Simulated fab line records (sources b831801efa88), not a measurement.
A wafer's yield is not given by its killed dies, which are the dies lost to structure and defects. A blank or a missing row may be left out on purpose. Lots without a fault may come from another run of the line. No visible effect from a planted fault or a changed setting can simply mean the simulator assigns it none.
A lot that was struck, set against a sound lot ; flow sky130 ; 43 out of 708 route steps
Sound: wafers L474.3, L474.4, L474.6. Struck: wafer L486.4 (left out: L486.1, L486.3 of the same lot, which were not struck); the cause appears at the end.
At each step with rows: each side's tool, then ch and its chambers, then its first start. Under that, the readings that differ: sound wafers ; struck wafers ; difference of the means ; sigmas: that difference in standard deviations of wafers without a fault.
alike: words and numbers the same on both sides, and readings whose means are apart by under 2 such deviations; not compared: readings that were withheld, readings missing a value for some wafer, numbers with overlapping values and no deviation given by the record, and bounds like >300 which may hide the same value.
Wherever a step has rows on one side only, a row that says differs or no value, or a row with sigmas, the two part there. Numbers that have no deviation but don't overlap get no sigmas and don't part them. A reading missing from all wafers of one side parts the sides only when that side holds two or more wafers.

SKY_VIA2_SPUTTER_20: material TiN, target thk 20 nm, time 80 s.
  sound: pvdSputter-02 at day 38 13:01; struck: pvdSputter-04 at day 42 07:33
  alike: throttleValvePct
then, 1 step without rows for these wafers: SKY_VIA2_CVD_21 (deposits W, target thk 420 nm, time 126.4 s).
SKY_VIA2_RS_MEAS_22: measures by four-point-probe.
  sound: filmMetro-01 at day 38 13:15; struck: filmMetro-01 at day 42 07:44
  alike: VIA2_W_RS
SKY_VIA2_THK_MEAS_23: measures by xrf.
  sound: filmMetro-01 at day 38 13:21; struck: filmMetro-01 at day 42 07:52
  alike: VIA2_W_THK
SKY_VIA2_CMP_24: polishes, stops on SiO2, t overpolish 20 s, target thk 0 nm.
  sound on cmp-02 ch 0,1,3, day 38 13:26; struck on cmp-02 ch 3, day 42 07:55
  alike: motorCurrentA, overpolishRunS, retainingRingPressureFrac, slurryFilterDpKPa, timeToEndpointS
SKY_METAL3_SPUTTER_00: material Ti, target thk 15 nm, time 10 s.
  sound: pvdSputter-04 at day 38 13:41; struck: pvdSputter-04 at day 42 08:13
  alike: throttleValvePct
then, 4 steps without rows for these wafers: SKY_METAL3_SPUTTER_01 (material TiN, target thk 20 nm, time 16.7 s); SKY_METAL3_SPUTTER_02 (material AlCu, target thk 735 nm, time 39.1 s); SKY_METAL3_SPUTTER_03 (material Ti, target thk 5 nm, time 3.3 s); SKY_METAL3_SPUTTER_04 (material TiN, target thk 70 nm, time 58.3 s).
SKY_CAPM_CVD_00: deposits SiO2, target thk 15.5 nm.
  sound on pecvd-04 ch 0,1,2, day 38 13:50; struck on pecvd-02 ch 1, day 42 08:23
  alike: heaterPowerW
SKY_CAPM_THK_MEAS_01:
  sound: filmMetro-01 at day 38 13:53; struck: filmMetro-04 at day 42 08:24
  alike: CAPM_CVD_00_THK
SKY_CAPM_SPUTTER_02: material TiN, target thk 200 nm, time 166.7 s.
  sound: pvdSputter-01 at day 38 13:56; struck: pvdSputter-01 at day 42 08:28
reading;sound;struck;difference;sigmas
model.TiN_of_CAPM_SPUTTER_02.thkNm (nm);203.1 199.3 201.1;191.2;-10.0;
  alike: throttleValvePct
SKY_CAPM_RS_MEAS_03: measures by four-point-probe.
  sound: filmMetro-04 at day 38 14:04; struck: filmMetro-01 at day 42 08:51
reading;sound;struck;difference;sigmas
CAPM_TIN_RS (ohm/sq);6.81 6.94 6.85;7.24;+0.37;+5
  not compared: hold
SKY_CAPM_THK_MEAS_04: measures by xrf.
  sound: filmMetro-04 at day 38 14:10; struck: filmMetro-01 at day 42 13:36
reading;sound;struck;difference;sigmas
CAPM_TIN_THK (nm);200.1 195.8 197.6;188.3;-9.5;-4
  not compared: hold
then, 6 steps without rows for these wafers: SKY_CAPM_HMDS_06 (prime time 60 s); SKY_CAPM_COAT_07 (resist thk 1140 nm); SKY_CAPM_SOFTBAKE_08 (time 60 s); SKY_CAPM_EXPOSE_09 (exposes mask CAPM, target cd 1000 nm); SKY_CAPM_PEB_10; SKY_CAPM_DEVELOP_11 (develop time 60 s).
SKY_CAPM_OVL_MEAS_12:
  sound: overlay-02 at day 39 14:25; struck: overlay-02 at day 43 07:34
  alike: CAPM_OVL
then, 13 steps without rows for these wafers: SKY_CAPM_METAL_ETCH_13 (etches TiN in Cl2/BCl3, stops on SiO2, target depth 220 nm, time 62.9 s); SKY_CAPM_STRIP_14 (strips in O2/N2); SKY_CAPM_STRIP_15 (strips in post etch residue remover, time 1200 s); SKY_CAPM_CLEAN_16 (cleans in IPA, time 180 s); SKY_CAPM_CLEAN_17 (cleans in O3/DIW); SKY_METAL3_DEHYDRATE_05 (time 60 s); SKY_METAL3_HMDS_06 (prime time 60 s); SKY_METAL3_COAT_07 (resist thk 60 nm); SKY_METAL3_COAT_08 (resist thk 1140 nm); SKY_METAL3_SOFTBAKE_09 (time 90 s); SKY_METAL3_EXPOSE_10 (exposes mask MM3, target cd 300 nm); SKY_METAL3_PEB_11; SKY_METAL3_DEVELOP_12 (develop time 60 s).
SKY_METAL3_CD_MEAS_13: target cd 300 nm.
  sound: cdSem-02 at day 40 15:53; struck: cdSem-02 at day 44 07:14
  alike: cdNm
SKY_METAL3_OVL_MEAS_14:
  sound: overlay-01 at day 40 15:59; struck: overlay-01 at day 44 07:21
  alike: METAL3_OVL
SKY_METAL3_DESCUM_15: chemistry O2, time 8 s.
  sound on rieMetal-03 ch 0,1, day 40 16:01; struck on rieMetal-03 ch 1, day 44 07:23
  alike: drypumpMotorCurrentA, heBacksideLeakSccm, oesProductAu
  not compared: rfHoursCounterH
then, 3 steps without rows for these wafers: SKY_METAL3_ETCH_16 (etches BARC in N2/H2, stops on SiO2, time 88.2 s, target depth 60 nm); SKY_METAL3_ETCH_17 (etches SiO2 in C4F8/O2/Ar, stops on TiN, time 3.9 s, target depth 15 nm); SKY_METAL3_METAL_ETCH_18 (etches the open film in Cl2/BCl3, stops on SiO2, target depth 845 nm, time 183.1 s).
SKY_METAL3_STRIP_20: strips in post etch residue remover, time 1200 s.
  sound on wetBench-01 ch 0, day 40 16:26; struck on wetBench-01 ch 0, day 44 07:52
reading;sound;struck;difference;sigmas
model.TiN_of_CAPM_SPUTTER_02.thkNm (nm);202.2 198.5 200.3;190.3;-10.0;
-- the record jumps here: 6 days lie between the struck wafers' starts before and after (it left off in module METAL3 and takes up again in module PAD_OPEN, whose first step shown is number 708 of the route) --
SKY_PAD_OPEN_PROBE_99:
  sound: prober-02 at day 47 12:47; struck: prober-01 at day 50 09:28
reading;sound;struck;difference;sigmas
model.etest.capMim.plateOhmSq;5.872 6.025 6.023;6.279;+0.306;
  alike: defectLimitedYield, killed_at_M0_to_M3, killed_at_M4_up, killedAtContacts, killedAtFrontEnd, killedAtOther, killedDies, killedOpen, killedShort, sort_bin_3_pad_short, sort_bin_5_function, sort_bin_6_memory, sortNPass, sortYieldPct

## WHERE THEY PART
Earliest at SKY_CAPM_RS_MEAS_03; latest, in this record, at SKY_CAPM_THK_MEAS_04. Later steps at which nothing parts them and some readings are alike: SKY_CAPM_OVL_MEAS_12, SKY_METAL3_CD_MEAS_13, SKY_METAL3_OVL_MEAS_14, SKY_METAL3_DESCUM_15, SKY_PAD_OPEN_PROBE_99.

WHY: the cause the simulator had injected
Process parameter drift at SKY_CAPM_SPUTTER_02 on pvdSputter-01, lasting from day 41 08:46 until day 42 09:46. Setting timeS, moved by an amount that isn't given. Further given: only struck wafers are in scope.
